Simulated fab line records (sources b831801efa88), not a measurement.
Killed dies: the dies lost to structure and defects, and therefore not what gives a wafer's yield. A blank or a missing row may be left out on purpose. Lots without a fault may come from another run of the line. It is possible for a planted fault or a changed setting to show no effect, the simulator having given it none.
Which tool was responsible? :: flow gf180mcu :: 7 lots with 21 wafers sampled at 2 steps, on a route of 602 steps

WHAT THE GAUGES READ, wafer by wafer
GF_POLY_GATE_THK_MEAS_01.
lot: L711
measured: day 9 00:41
on: filmMetro-03
POLY_GATE_CVD_00_THK (nm): 199.0 200.1 199.8

lot: L713
measured: day 9 16:23
on: filmMetro-04
POLY_GATE_CVD_00_THK (nm): 80.8 81.1 82.2 80.8 81.1 82.3

lot: L715
measured: day 10 04:59
on: filmMetro-03
POLY_GATE_CVD_00_THK (nm): 80.3 81.8 83.3 80.3 81.8 83.3

lot: L724
measured: day 13 02:07
on: filmMetro-03
POLY_GATE_CVD_00_THK (nm): 201.2 202.6 203.4

lot: L727
measured: day 13 20:15
on: filmMetro-03
POLY_GATE_CVD_00_THK (nm): 202.8 200.7 199.8

lot: L729
measured: day 14 06:06
on: filmMetro-04
POLY_GATE_CVD_00_THK (nm): 201.0 203.5 202.5

lot: L731
measured: day 14 23:03
on: filmMetro-03
POLY_GATE_CVD_00_THK (nm): 197.4 197.5 199.2

WHICH TOOL RAN EACH LOT (tool, then ch and the chambers of the sampled wafers, then the start)
lot: L711
GF_POLY_GATE_CVD_00: lpcvd-01 ch 1, day 8 23:21

lot: L713
GF_POLY_GATE_CVD_00: lpcvd-01 ch 0, day 9 15:03

lot: L715
GF_POLY_GATE_CVD_00: lpcvd-01 ch 0, day 10 03:39

lot: L724
GF_POLY_GATE_CVD_00: lpcvd-01 ch 1, day 13 00:07

lot: L727
GF_POLY_GATE_CVD_00: lpcvd-01 ch 1, day 13 18:55

lot: L729
GF_POLY_GATE_CVD_00: lpcvd-01 ch 1, day 14 04:44

lot: L731
GF_POLY_GATE_CVD_00: lpcvd-02 ch 0, day 14 21:41
- GF_POLY_GATE_CVD_00: deposits poly-Si, target thk 200 nm, time 1200 s.

THE ANSWER, worked out from the rows above alone
Rule: what is usual is taken from the lots themselves. The widest of any qualifying gaps counts: lots, ordered by their means at a reading, are off when they make up no more than a third of the lots, leave a main group of 4 or more, and stand apart from it by 3 or more times the standard deviation of that group's means. A main group is skipped when, at the precision printed for the reading in the tables above, its means are all equal. A lot without any number at a reading at which 4 lots or more have one is off too. All remaining lots with rows at the step are treated as sound.
Off: L713, L715, at GF_POLY_GATE_THK_MEAS_01 (POLY_GATE_CVD_00_THK). Main group: mean 200.7 nm, sd 1.7.
If a tool, at a process step before that reading, ran all the lots that are off and no sound lot after the first of them, it fits. Those tools and the gauges at GF_POLY_GATE_THK_MEAS_01 are tried in the same way. No candidate that was tried fits.

WHAT THE SIMULATOR HAD PUT IN
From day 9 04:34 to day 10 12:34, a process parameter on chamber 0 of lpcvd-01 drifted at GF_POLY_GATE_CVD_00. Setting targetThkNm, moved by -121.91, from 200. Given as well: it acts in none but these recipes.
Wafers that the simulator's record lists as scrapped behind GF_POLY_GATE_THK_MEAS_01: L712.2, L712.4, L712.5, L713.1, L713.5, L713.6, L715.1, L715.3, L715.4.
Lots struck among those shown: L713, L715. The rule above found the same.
